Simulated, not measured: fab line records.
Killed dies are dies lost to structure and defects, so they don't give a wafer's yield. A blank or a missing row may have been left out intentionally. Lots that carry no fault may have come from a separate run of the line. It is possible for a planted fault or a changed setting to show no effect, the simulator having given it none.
fab line records ; flow sky130
record: lots: 5; wafers: 15; last-day: 50
route steps=708 shown VT_ADJUST_LVTN@109 VT_ADJUST_NCORE@119 PAD_OPEN@708
lots that met no fault: from a run of the same line without faults
start-h: start of the lot's first displayed wafer, in hours after the record's first day ; wait-h: hours since the lot's step before ; " same as the row above ; L1.1+2: one row covering several wafers at once ; - no value, or no start given ; * or withheld: withheld ; < > ~ a bound
route shown NAME@n: NAME is a module with steps in the file, n the number in the route of the first one ; usual: average and standard deviation across the fault-free wafers ; same: alike in all rows ; chamber/n: place in a boat ; sites: readings site by site ; _std_site: standard deviation across them ; _edge_site: mean of outer sites minus mean of inner sites ; radius-mm: for every site, how far away it sits from the centre of the wafer ; mask NAME#n: copy n ; behind: tool/chamber where the wafer was last shaped ; hold: why the lot went on hold/how many hours it stayed there/how the hold came to an end ; device: whichever transistor did not switch (one of n, p or np) ; end of line: tests run on the same wafers once the route is complete ; a step without rows: its recipe alone ; killed: at the first sort, the dies lost to defects and structure; wafer yield is something else ; map: a wafer's dies, x killed, . not, _ none there
set.NAME: the setting that was run; set.NAME@STEP: the one run at that earlier step ; model.NAME: the simulator's own value behind a step, which no gauge read
lots at selected steps of the route; one table per step, one row per wafer
services: the hour from which a tool's chamber was out of use, counted from the record's first day as start-h (under 0 if before that day), plus the number of hours and why
== steps ==
step: SKY_VT_ADJUST_LVTN_HMDS_12
recipe: prime-time-s: 60; prime-temp-c: 120
step: SKY_VT_ADJUST_LVTN_COAT_13
recipe: resist: NOVOLAK; spin-rpm: 3000; resist-thk-nm: 1140
step: SKY_VT_ADJUST_LVTN_SOFTBAKE_14
recipe: temp-c: 90; time-s: 60; resist: NOVOLAK
step: SKY_VT_ADJUST_LVTN_EXPOSE_15
recipe: mask-id: HVN_STD_DERIVED; na: 0.6; source-shape: conventional; sigma-outer: 0.6; polarization: unpolarized; target-cd-nm: 600; dose-mj: 163
step: SKY_VT_ADJUST_LVTN_PEB_16
recipe: temp-c: withheld; time-s: *; resist: NOVOLAK
step: SKY_VT_ADJUST_LVTN_DEVELOP_17
recipe: resist: NOVOLAK; developer: TMAH; develop-time-s: 60; dev-temp-c: 23
step: SKY_VT_ADJUST_LVTN_OVL_MEAS_18
usual: VT_ADJUST_LVTN_01_OVL: -0.6/1.5
lot.wafer;tool;chamber;start-h;wait-h;VT_ADJUST_LVTN_01_OVL[nm]
L276.2;overlay-01;-;160.16;0.1;-3.2
L276.4;overlay-01;-;160.16;0.1;-2.1
L276.5;overlay-01;-;160.16;0.1;-0.4
L280.3;overlay-02;-;184.63;0.1;0.1
L280.4;overlay-02;-;184.63;0.1;0.3
L280.6;overlay-02;-;184.63;0.1;-1.3
L287.1;overlay-01;-;242.46;0.1;-2.7
L287.3;overlay-01;-;242.46;0.1;-0.7
L287.5;overlay-01;-;242.46;0.1;0.3
L294.1;overlay-01;-;279.36;0.1;-3.1
L294.2;overlay-01;-;279.36;0.1;-2.6
L294.4;overlay-01;-;279.36;0.1;-2.5
L298.2;overlay-01;-;313.06;0.1;-0.2
L298.4;overlay-01;-;313.06;0.1;0.2
L298.6;overlay-01;-;313.06;0.1;-0.9
step: SKY_VT_ADJUST_LVTN_IMPLANT_19
recipe: species: B; energy-kev: 30; dose-cm2: 6.5e+11; tilt-deg: withheld
step: SKY_VT_ADJUST_LVTN_STRIP_20
recipe: chemistry: O2/N2; power-w: 1400; pressure-mtorr: 1500; platen-temp-c: withheld; o2-flow-sccm: 3000; n2-flow-sccm: 300; overash-fraction: 0.5
usual: drypump-motor-current-A: 5.7/0.35; oes-product-au: 0.715/0.004; strip-time-to-endpoint-s: 14.18/0.039
lot.wafer;tool;chamber;start-h;wait-h;drypump-motor-current-A;oes-product-au;rf-hours-counter-h;strip-time-to-endpoint-s
L276.2;plasma-asher-03;1;160.34;0.1;5.9;0.711;34;14.22
L276.4;plasma-asher-03;0;160.34;0.1;6.2;0.717;-;14.24
L276.5;plasma-asher-03;1;160.34;0.1;5.9;0.719;-;14.22
L280.3;plasma-asher-01;0;184.84;0.1;5.4;0.721;-;14.20
L280.4;plasma-asher-01;1;184.84;0.1;5.3;0.717;-;14.19
L280.6;plasma-asher-01;1;184.84;0.1;5.3;0.716;-;14.12
L287.1;plasma-asher-01;1;242.64;0.1;5.3;0.715;12;14.23
L287.3;plasma-asher-01;0;242.64;0.1;5.4;0.714;-;14.20
L287.5;plasma-asher-01;0;242.64;0.1;5.4;0.719;-;14.21
L294.1;plasma-asher-03;0;279.54;0.1;6.2;0.719;46;14.13
L294.2;plasma-asher-03;1;279.54;0.1;5.9;0.712;46;14.13
L294.4;plasma-asher-03;1;279.54;0.1;5.8;0.718;-;14.12
L298.2;plasma-asher-03;1;313.24;0.1;5.9;0.714;48;14.13
L298.4;plasma-asher-03;0;313.24;0.1;6.2;0.716;-;14.09
L298.6;plasma-asher-03;0;313.24;0.1;6.2;0.707;-;14.17
step: SKY_VT_ADJUST_LVTN_TW_MEAS_21
usual: VT_ADJUST_LVTN_2_TW: 189.2/0.78
lot.wafer;tool;chamber;start-h;wait-h;VT_ADJUST_LVTN_2_TW
L276.2;film-metro-01;-;160.45;0.1;188.9
L276.4;film-metro-01;-;160.45;0.1;188.9
L276.5;film-metro-01;-;160.45;0.1;189.1
L280.3;film-metro-03;-;184.93;0.1;191.7
L280.4;film-metro-03;-;184.93;0.1;190.9
L280.6;film-metro-03;-;184.93;0.1;190.8
L287.1;film-metro-01;-;242.74;0.1;189.2
L287.3;film-metro-01;-;242.74;0.1;189.6
L287.5;film-metro-01;-;242.74;0.1;189.5
L294.1;film-metro-01;-;279.64;0.1;189.8
L294.2;film-metro-01;-;279.64;0.1;188.8
L294.4;film-metro-01;-;279.64;0.1;189.1
L298.2;film-metro-03;-;313.35;0.1;191.5
L298.4;film-metro-03;-;313.35;0.1;188.8
L298.6;film-metro-03;-;313.35;0.1;189.3
step: SKY_VT_ADJUST_NCORE_DEHYDRATE_00
recipe: temp-c: 200; time-s: 60
step: SKY_VT_ADJUST_NCORE_HMDS_01
recipe: prime-time-s: 60; prime-temp-c: 120
step: SKY_VT_ADJUST_NCORE_COAT_02
recipe: resist: NOVOLAK; spin-rpm: 3000; resist-thk-nm: 1140
lot.wafer;tool;chamber;start-h;wait-h;model.NOVOLAK_of_VT_ADJUST_NCORE_COAT_02.thk-nm
L276.2;litho-track-01;0;170.53;0.1;1144
L276.4;litho-track-01;0;170.53;0.1;1137
L276.5;litho-track-01;0;170.53;0.1;1143
L280.3;litho-track-04;0;194.16;0.1;1133
L280.4;litho-track-04;0;194.16;0.1;1134
L280.6;litho-track-04;0;194.16;0.1;1135
L287.1;litho-track-04;0;254.21;0.1;1136
L287.3;litho-track-04;0;254.21;0.1;1137
L287.5;litho-track-04;0;254.21;0.1;1217
L294.1+2;litho-track-03;0;292.00;0.1;1143
L294.4;litho-track-03;0;292.00;0.1;1147
L298.2;litho-track-03;0;326.12;0.1;1142
L298.4;litho-track-03;0;326.12;0.1;1141
L298.6;litho-track-03;0;326.12;0.1;1138
step: SKY_VT_ADJUST_NCORE_SOFTBAKE_03
recipe: temp-c: 90; time-s: 60; resist: NOVOLAK
step: SKY_VT_ADJUST_NCORE_EXPOSE_04
recipe: mask-id: LVTN_COMPLEMENT_THIN; na: 0.6; source-shape: conventional; sigma-outer: 0.6; polarization: unpolarized; target-cd-nm: 380; dose-mj: 139
step: SKY_VT_ADJUST_NCORE_PEB_05
recipe: temp-c: withheld; time-s: *; resist: NOVOLAK
step: SKY_VT_ADJUST_NCORE_DEVELOP_06
recipe: resist: NOVOLAK; developer: TMAH; develop-time-s: 60; dev-temp-c: 23
lot.wafer;tool;chamber;start-h;wait-h;model.NOVOLAK_of_VT_ADJUST_NCORE_COAT_02.thk-nm
L276.2;litho-track-03;0;180.77;0.1;1144
L276.4;litho-track-03;0;180.77;0.1;1137
L276.5;litho-track-03;0;180.77;0.1;1142
L280.3+4;litho-track-04;0;203.46;0.1;1133
L280.6;litho-track-04;0;203.46;0.1;1135
L287.1+3;litho-track-03;0;266.35;0.1;1136
L287.5;litho-track-03;0;266.35;0.1;1217
L294.1;litho-track-03;0;305.15;0.1;1143
L294.2;litho-track-03;0;305.15;0.1;1142
L294.4;litho-track-03;0;305.15;0.1;1147
L298.2;litho-track-01;0;340.13;0.1;1142
L298.4;litho-track-01;0;340.13;0.1;1141
L298.6;litho-track-01;0;340.13;0.1;1138
step: SKY_VT_ADJUST_NCORE_CD_MEAS_07
recipe: target-cd-nm: 380
usual: cd-nm: 379.8/2.4
lot.wafer;tool;chamber;start-h;wait-h;cd-nm
L276.2;cd-sem-02;-;180.92;0.1;379.7
L276.4;cd-sem-02;-;180.92;0.1;381.3
L276.5;cd-sem-02;-;180.92;0.1;379.5
L280.3;cd-sem-01;-;203.60;0.1;379.6
L280.4;cd-sem-01;-;203.60;0.1;381.8
L280.6;cd-sem-01;-;203.60;0.1;379.3
L287.1;cd-sem-01;-;266.50;0.1;382.1
L287.3;cd-sem-01;-;266.50;0.1;380.9
L287.5;cd-sem-01;-;266.50;0.1;373.4
L294.1;cd-sem-02;-;305.30;0.1;382.5
L294.2;cd-sem-02;-;305.30;0.1;381.4
L294.4;cd-sem-02;-;305.30;0.1;379.9
L298.2;cd-sem-01;-;340.28;0.1;374.9
L298.4;cd-sem-01;-;340.28;0.1;372.1
L298.6;cd-sem-01;-;340.28;0.1;375.8
step: SKY_VT_ADJUST_NCORE_OVL_MEAS_08
usual: VT_ADJUST_NCORE_OVL: -0.6/1.7
lot.wafer;tool;chamber;start-h;wait-h;VT_ADJUST_NCORE_OVL[nm]
L276.2;overlay-02;-;181.03;0.1;0.4
L276.4;overlay-02;-;181.03;0.1;-0.4
L276.5;overlay-02;-;181.03;0.1;-1.9
L280.3;overlay-01;-;203.69;0.1;-0.9
L280.4;overlay-01;-;203.69;0.1;-0.3
L280.6;overlay-01;-;203.69;0.1;-1.9
L287.1;overlay-01;-;266.62;0.1;-0.2
L287.3;overlay-01;-;266.62;0.1;0.6
L287.5;overlay-01;-;266.62;0.1;-1.3
L294.1;overlay-01;-;305.42;0.1;0.4
L294.2;overlay-01;-;305.42;0.1;-1.0
L294.4;overlay-01;-;305.42;0.1;-1.0
L298.2;overlay-01;-;340.38;0.1;-4.7
L298.4;overlay-01;-;340.38;0.1;-3.0
L298.6;overlay-01;-;340.38;0.1;-4.0
step: SKY_VT_ADJUST_NCORE_IMPLANT_09
recipe: species: B; energy-kev: 10; dose-cm2: 2.4e+12; tilt-deg: withheld
step: SKY_VT_ADJUST_NCORE_STRIP_10
recipe: chemistry: O2/N2; power-w: 1400; pressure-mtorr: 1500; platen-temp-c: withheld; o2-flow-sccm: 3000; n2-flow-sccm: 300; overash-fraction: 0.5
usual: drypump-motor-current-A: 5.5/0.47; oes-product-au: 0.716/0.0045; strip-time-to-endpoint-s: 14.17/0.041
lot.wafer;tool;chamber;start-h;wait-h;drypump-motor-current-A;oes-product-au;rf-hours-counter-h;strip-time-to-endpoint-s
L276.2;plasma-asher-02;1;181.21;0.1;4.7;0.722;49;14.22
L276.4;plasma-asher-02;0;181.21;0.1;5.7;0.710;-;14.14
L276.5;plasma-asher-02;1;181.21;0.1;4.8;0.714;-;14.20
L280.3;plasma-asher-02;1;203.90;0.1;4.7;0.720;-;14.11
L280.4;plasma-asher-02;0;203.90;0.1;5.7;0.723;-;14.11
L280.6;plasma-asher-02;0;203.90;0.1;5.7;0.714;-;14.11
L287.1;plasma-asher-02;1;266.80;0.1;4.7;0.716;58;14.15
L287.3;plasma-asher-02;1;266.80;0.1;4.7;0.712;-;14.13
L287.5;plasma-asher-02;0;266.80;0.1;5.7;0.720;-;15.05
L294.1;plasma-asher-01;0;305.60;0.1;5.4;0.718;19;14.21
L294.2;plasma-asher-01;1;305.60;0.1;5.3;0.721;19;14.21
L294.4;plasma-asher-01;1;305.60;0.1;5.3;0.719;-;14.26
L298.2;plasma-asher-03;0;340.56;0.1;6.2;0.716;51;14.20
L298.4;plasma-asher-03;0;340.56;0.1;6.2;0.716;-;14.18
L298.6;plasma-asher-03;0;340.56;0.1;6.2;0.711;-;14.16
step: SKY_VT_ADJUST_NCORE_TW_MEAS_11
usual: VT_ADJUST_NCORE_TW: 220.1/0.98
lot.wafer;tool;chamber;start-h;wait-h;VT_ADJUST_NCORE_TW
L276.2;film-metro-01;-;181.32;0.1;220.3
L276.4;film-metro-01;-;181.32;0.1;219.7
L276.5;film-metro-01;-;181.32;0.1;219.6
L280.3;film-metro-01;-;203.98;0.1;221.0
L280.4;film-metro-01;-;203.98;0.1;220.5
L280.6;film-metro-01;-;203.98;0.1;221.2
L287.1;film-metro-02;-;266.90;0.1;218.9
L287.3;film-metro-02;-;266.90;0.1;218.6
L287.5;film-metro-02;-;266.90;0.1;219.3
L294.1;film-metro-04;-;305.70;0.1;221.3
L294.2;film-metro-04;-;305.70;0.1;221.1
L294.4;film-metro-04;-;305.70;0.1;221.6
L298.2;film-metro-01;-;340.67;0.1;218.7
L298.4;film-metro-01;-;340.67;0.1;219.3
L298.6;film-metro-01;-;340.67;0.1;219.8
step: SKY_PAD_OPEN_PROBE_99
usual: killed_at_M0_to_M3: 43/7.8; killed_at_M4_up: 3.2/1.7; killed-at-contacts: 24/5.2; killed-at-front-end: 15/4.5; killed-at-other: 0.4/0.65; killed-dies: 87/9.1; killed-open: 47/7.3; killed-short: 40/6.5
same: gross-dies: 492; killed-at-back-side: 0
lot.wafer;tool;chamber;start-h;wait-h;killed_at_M0_to_M3;killed_at_M4_up;killed-at-contacts;killed-at-front-end;killed-at-other;killed-dies;killed-open;killed-short
L276.2;prober-01;-;1068.52;0.1;42;1;25;15;1;84;49;35
L276.4;prober-01;-;1068.62;0.2;45;1;34;8;0;88;54;34
L276.5;prober-01;-;1068.67;0.2;43;4;21;21;0;89;46;43
L280.3;prober-01;-;1091.08;0.2;46;1;24;11;0;82;43;39
L280.4;prober-01;-;1091.13;0.2;45;1;21;15;0;82;44;38
L280.6;prober-01;-;1091.23;0.2;36;3;21;24;0;84;57;27
L287.1;prober-02;-;1151.58;0.1;54;3;11;11;0;79;38;41
L287.3;prober-02;-;1151.68;0.2;29;6;33;16;0;84;46;38
L287.5;prober-02;-;1151.78;0.2;45;1;21;16;0;83;52;31
L294.1;prober-02;-;1172.88;0.1;45;1;19;21;0;86;35;51
L294.2;prober-02;-;1172.93;0.1;50;6;32;15;0;103;50;53
L294.4;prober-02;-;1173.03;0.2;45;1;22;25;0;93;49;44
L298.2;prober-01;-;1194.21;0.1;51;1;21;16;0;89;58;31
L298.4;prober-01;-;1194.31;0.2;54;3;22;17;0;96;57;39
L298.6;prober-01;-;1194.41;0.2;53;5;30;14;0;102;49;53
killed by level:class
L276.2 VIA1:geometric-particle:open=12 LI_CONTACT:geometric-particle:open=11 CONTACT:geometric-particle:open=8 VIA1:geometric-particle:short=6 VIA3:geometric-particle:open=5 VIA2:geometric-particle:open=5 METAL2:geometric-particle:short=5 FIELD_ISO:geometric-particle:open=4
L276.4 CONTACT:geometric-particle:open=13 VIA1:geometric-particle:open=12 CONTACT:geometric-particle:short=9 LI_CONTACT:geometric-particle:open=8 METAL2:geometric-particle:short=6 VIA2:geometric-particle:open=6 VIA2:geometric-particle:short=5 VIA3:geometric-particle:open=4
L276.5 VIA1:geometric-particle:open=15 CONTACT:geometric-particle:open=7 METAL2:geometric-particle:short=7 POLY_GATE:geometric-particle:open=5 LOCAL_INTERCONNECT:geometric-particle:short=5 VIA3:geometric-particle:open=5 CONTACT:geometric-particle:short=5 VIA2:geometric-particle:open=5
L280.3 METAL2:geometric-particle:short=10 VIA1:geometric-particle:open=9 VIA2:geometric-particle:open=9 LI_CONTACT:geometric-particle:open=8 CONTACT:geometric-particle:open=8 LOCAL_INTERCONNECT:geometric-particle:short=5 VIA3:geometric-particle:short=4 METAL1:geometric-particle:short=3
L280.4 VIA1:geometric-particle:open=14 VIA1:geometric-particle:short=9 FIELD_ISO:geometric-particle:open=6 LI_CONTACT:geometric-particle:open=6 METAL1:geometric-particle:short=6 METAL2:geometric-particle:short=5 CONTACT:geometric-particle:open=5 CONTACT:geometric-particle:short=4
L280.6 VIA1:geometric-particle:open=12 POLY_GATE:geometric-particle:open=8 VIA2:geometric-particle:open=8 FIELD_ISO:geometric-particle:open=7 LI_CONTACT:geometric-particle:open=7 CONTACT:geometric-particle:open=6 FIELD_ISO:geometric-particle:short=4 LI_CONTACT:geometric-particle:short=3
L287.1 VIA1:geometric-particle:open=12 VIA1:geometric-particle:short=10 VIA3:geometric-particle:open=9 VIA2:geometric-particle:open=7 LOCAL_INTERCONNECT:geometric-particle:short=6 METAL2:geometric-particle:short=4 METAL3:geometric-particle:short=4 FIELD_ISO:geometric-particle:short=3
L287.3 LI_CONTACT:geometric-particle:open=11 VIA1:geometric-particle:open=7 LOCAL_INTERCONNECT:geometric-particle:short=6 CONTACT:geometric-particle:open=6 VIA2:geometric-particle:open=6 METAL4:geometric-particle:short=5 FIELD_ISO:geometric-particle:open=4 FIELD_ISO:geometric-particle:short=4
L287.5 VIA3:geometric-particle:open=12 VIA2:geometric-particle:open=11 CONTACT:geometric-particle:open=8 POLY_GATE:geometric-particle:open=7 CONTACT:geometric-particle:short=5 METAL2:geometric-particle:short=5 METAL1:geometric-particle:short=4 FIELD_ISO:geometric-particle:short=3
L294.1 METAL2:geometric-particle:short=9 METAL1:geometric-particle:short=8 VIA2:geometric-particle:open=8 LOCAL_INTERCONNECT:geometric-particle:short=6 CONTACT:geometric-particle:open=6 VIA1:geometric-particle:short=6 FIELD_ISO:geometric-particle:open=5 POLY_GATE:geometric-particle:short=5
L294.2 CONTACT:geometric-particle:open=13 METAL1:geometric-particle:short=9 LI_CONTACT:geometric-particle:open=7 VIA1:geometric-particle:open=7 CONTACT:geometric-particle:short=6 METAL4:geometric-particle:short=6 VIA2:geometric-particle:short=6 VIA3:geometric-particle:open=5
L294.4 POLY_GATE:geometric-particle:short=10 VIA1:geometric-particle:open=8 LI_CONTACT:geometric-particle:open=8 CONTACT:geometric-particle:open=8 METAL2:geometric-particle:short=6 VIA2:geometric-particle:open=6 VIA3:geometric-particle:open=5 FIELD_ISO:geometric-particle:short=4
L298.2 METAL1:geometric-particle:short=10 VIA1:geometric-particle:open=9 VIA3:geometric-particle:open=9 VIA2:geometric-particle:open=8 CONTACT:geometric-particle:open=8 POLY_GATE:geometric-particle:open=5 LI_CONTACT:geometric-particle:open=5 LOCAL_INTERCONNECT:geometric-particle:short=4
L298.4 VIA1:geometric-particle:open=12 VIA3:geometric-particle:open=9 LOCAL_INTERCONNECT:geometric-particle:short=8 VIA2:geometric-particle:open=8 METAL1:geometric-particle:short=7 LI_CONTACT:geometric-particle:open=6 METAL1:geometric-particle:open=5 VIA1:geometric-particle:short=5
L298.6 CONTACT:geometric-particle:open=11 VIA1:geometric-particle:open=10 CONTACT:geometric-particle:short=9 VIA3:geometric-particle:short=8 METAL1:geometric-particle:short=7 VIA3:geometric-particle:open=7 FIELD_ISO:geometric-particle:short=5 METAL2:geometric-particle:short=5
== services ==
tool;chamber;start-h;hours;kind
plasma-asher-03;-;187.37;1.5;repair
plasma-asher-03;-;289.41;14.6;pm
plasma-asher-02;-;302.76;8.8;repair
plasma-asher-01;-;315.62;1.7;repair
== key ==
first-sign: step: SKY_VT_ADJUST_NCORE_STRIP_10; reading: strip-time-to-endpoint-s; direction: up; sigmas: 21; usual: *; struck: *
effect none on later readings
model-effect: step: SKY_VT_ADJUST_NCORE_COAT_02; value: NOVOLAK_of_VT_ADJUST_NCORE_COAT_02.thk-nm; without: 1135; struck: 1217
model-effect: step: SKY_VT_ADJUST_NCORE_DEVELOP_06; value: NOVOLAK_of_VT_ADJUST_NCORE_COAT_02.thk-nm; without: 1135; struck: 1217
met-at SKY_VT_ADJUST_NCORE_COAT_02
struck-wafers L287.5
tester-left-out L287
onset-between 194.16 254.21
fault: kind: process-parameter-drift; tool: litho-track-04; chamber: -; onset-h: 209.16; steps: SKY_VT_ADJUST_NCORE_COAT_02; channel: resist-thk-nm; offset: 82.412; shape: step; end-h: 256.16; scope: struck-wafers-only; acts-in: these-recipes-only; stated: 1140
tester-left-out: of these lots the tester's yield and bins aren't shown, on N5 and GAA mostly nor the transistor test; their killed dies are dies lost to structure and defects alone, not to doping, threshold or leakage, so they don't give the yield
